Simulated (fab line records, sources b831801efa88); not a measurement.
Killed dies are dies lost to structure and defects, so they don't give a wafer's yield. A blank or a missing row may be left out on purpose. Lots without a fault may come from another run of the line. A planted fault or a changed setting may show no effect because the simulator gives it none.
Chamber matching | flow gf180mcu | GF_V1_CMP_04 on cmp-01: 4 sister chambers
The step polishes SiO2. 4 wafers are shown with their chamber, then 7 later ones without.

WAFERS WITH THEIR CHAMBER
wafer  | chamber | motor_current_A (A)
L985.5 | 0       | 11.6
L990.1 | 3       | 14.6
L990.3 | 1       | 10.6
L994.2 | 2       | 11.6

WAFERS WITHOUT THEIR CHAMBER
wafer  | motor_current_A (A)
L994.4 | 10.8
L102.4 | 14.4
L102.5 | 11.3
L102.6 | 11.4
L103.2 | 11.2
L103.5 | 14.7
L103.6 | 11.4

WHICH CHAMBER EACH WENT THROUGH
wafer  | from the rows above          | in truth
L994.4 | 1                            | 1
L102.4 | 3                            | 3
L102.5 | can't be placed: 0 or 2 or 1 | 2
L102.6 | can't be placed: 0 or 2      | 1
L103.2 | can't be placed: 0 or 2 or 1 | 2
L103.5 | 3                            | 3
L103.6 | can't be placed: 0 or 2      | 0
Placed correctly: 3 of 7. Can't be placed from these rows: 4 (the true chamber is among the candidates in 3). Placed wrongly: 0.
How it was worked out, from the rows above alone: a wafer's distance from a chamber is the root of the sum, over the readings, of the square of ((its reading less the chamber's mean) divided by the reading's scatter). The wafer belongs to the nearest chamber; if the next one is less than 2 further off, it can't be placed. A chamber's mean is the mean of its shown wafers. The scatter: with one shown wafer a chamber, the root of the mean of the squares of how far each hidden wafer lies from its nearest shown one.
